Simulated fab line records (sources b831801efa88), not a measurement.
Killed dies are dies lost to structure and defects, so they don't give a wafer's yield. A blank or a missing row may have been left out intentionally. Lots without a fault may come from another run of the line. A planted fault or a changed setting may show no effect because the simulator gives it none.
Which tool did it? / flow sky130 / 33 wafers from 11 lots sampled at 3 of the route's 708 steps

## WHAT EACH GAUGE READ, for each wafer
SKY_PASSIVATION_THK_MEAS_03.
lot=L216; measured=day 45 04:53; on=film metro-04; PASSIVATION_CVD_02_THK (nm)=535 536 544
lot=L217; measured=day 45 17:14; on=film metro-02; PASSIVATION_CVD_02_THK (nm)=534 538 548
lot=L218; measured=day 45 17:02; on=film metro-04; PASSIVATION_CVD_02_THK (nm)=535 536 544
lot=L219; measured=day 46 03:02; on=film metro-02; PASSIVATION_CVD_02_THK (nm)=523 537 548
lot=L220; measured=day 46 07:27; on=film metro-02; PASSIVATION_CVD_02_THK (nm)=529 540 535
lot=L221; measured=day 46 14:04; on=film metro-04; PASSIVATION_CVD_02_THK (nm)=530 541 545
lot=L231; measured=day 48 18:28; on=film metro-03; PASSIVATION_CVD_02_THK (nm)=533 545 544
lot=L232; measured=day 49 01:26; on=film metro-03; PASSIVATION_CVD_02_THK (nm)=540 543 538
lot=L233; measured=day 49 03:22; on=film metro-02; PASSIVATION_CVD_02_THK (nm)=545 543 549
lot=L234; measured=day 49 12:13; on=film metro-02; PASSIVATION_CVD_02_THK (nm)=532 539 549
lot=L235; measured=day 49 15:20; on=film metro-02; PASSIVATION_CVD_02_THK (nm)=541 537 546

## TOOL THAT RAN EACH LOT (tool first, then ch and the chambers of the sampled wafers, then the start)
lot=L216; SKY_METAL2_METAL_ETCH_19=rie metal-04 ch 0,1, day 36 13:20; SKY_VIA4_SPUTTER_17=pvd sputter-02, day 44 04:20
lot=L217; SKY_METAL2_METAL_ETCH_19=rie metal-04 ch 0,1, day 37 00:42; SKY_VIA4_SPUTTER_17=pvd sputter-03, day 44 16:29
lot=L218; SKY_METAL2_METAL_ETCH_19=rie metal-04 ch 0,1, day 37 02:02; SKY_VIA4_SPUTTER_17=pvd sputter-02, day 44 16:45
lot=L219; SKY_METAL2_METAL_ETCH_19=rie metal-02 ch 0, day 37 11:06; SKY_VIA4_SPUTTER_17=pvd sputter-04, day 45 02:54
lot=L220; SKY_METAL2_METAL_ETCH_19=rie metal-04 ch 0,1, day 37 21:38; SKY_VIA4_SPUTTER_17=pvd sputter-04, day 45 07:49
lot=L221; SKY_METAL2_METAL_ETCH_19=rie metal-04 ch 0,1, day 38 01:42; SKY_VIA4_SPUTTER_17=pvd sputter-02, day 45 15:00
lot=L231; SKY_METAL2_METAL_ETCH_19=rie metal-04 ch 0,1, day 40 17:54; SKY_VIA4_SPUTTER_17=pvd sputter-03, day 47 20:01
lot=L232; SKY_METAL2_METAL_ETCH_19=rie metal-04 ch 0,1, day 41 05:46; SKY_VIA4_SPUTTER_17=pvd sputter-03, day 48 03:50
lot=L233; SKY_METAL2_METAL_ETCH_19=rie metal-02 ch 1, day 41 08:21; SKY_VIA4_SPUTTER_17=pvd sputter-02, day 48 05:40
lot=L234; SKY_METAL2_METAL_ETCH_19=rie metal-02 ch 1, day 41 18:58; SKY_VIA4_SPUTTER_17=pvd sputter-03, day 48 15:24
lot=L235; SKY_METAL2_METAL_ETCH_19=rie metal-03 ch 0,1, day 41 23:18; SKY_VIA4_SPUTTER_17=pvd sputter-04, day 48 18:32
- SKY_METAL2_METAL_ETCH_19: etches the open film in Cl2/BCl3, stops on SiO2, target depth 360 nm, time 78 s.
- SKY_VIA4_SPUTTER_17: material TiN, target thk 20 nm, time 80 s.

## THE ANSWER, worked out from the rows above alone
Rule: what is usual is taken from the lots themselves. Put in order of their means at a reading, lots are off if they are a third of the lots or fewer, leave a main group of 4 or more, and stand apart from it by a gap of 3 or more times the standard deviation of the main group's means; of several such gaps the widest counts. A main group is skipped when, at the precision printed for the reading in the tables above, its means are all equal. A lot without any number at a reading at which 4 lots or more have one is off too. All remaining lots with rows at the step are treated as sound.
Nothing can be told from this: no lot is off at any reading shown.

## WHAT WAS PUT IN BY THE SIMULATOR
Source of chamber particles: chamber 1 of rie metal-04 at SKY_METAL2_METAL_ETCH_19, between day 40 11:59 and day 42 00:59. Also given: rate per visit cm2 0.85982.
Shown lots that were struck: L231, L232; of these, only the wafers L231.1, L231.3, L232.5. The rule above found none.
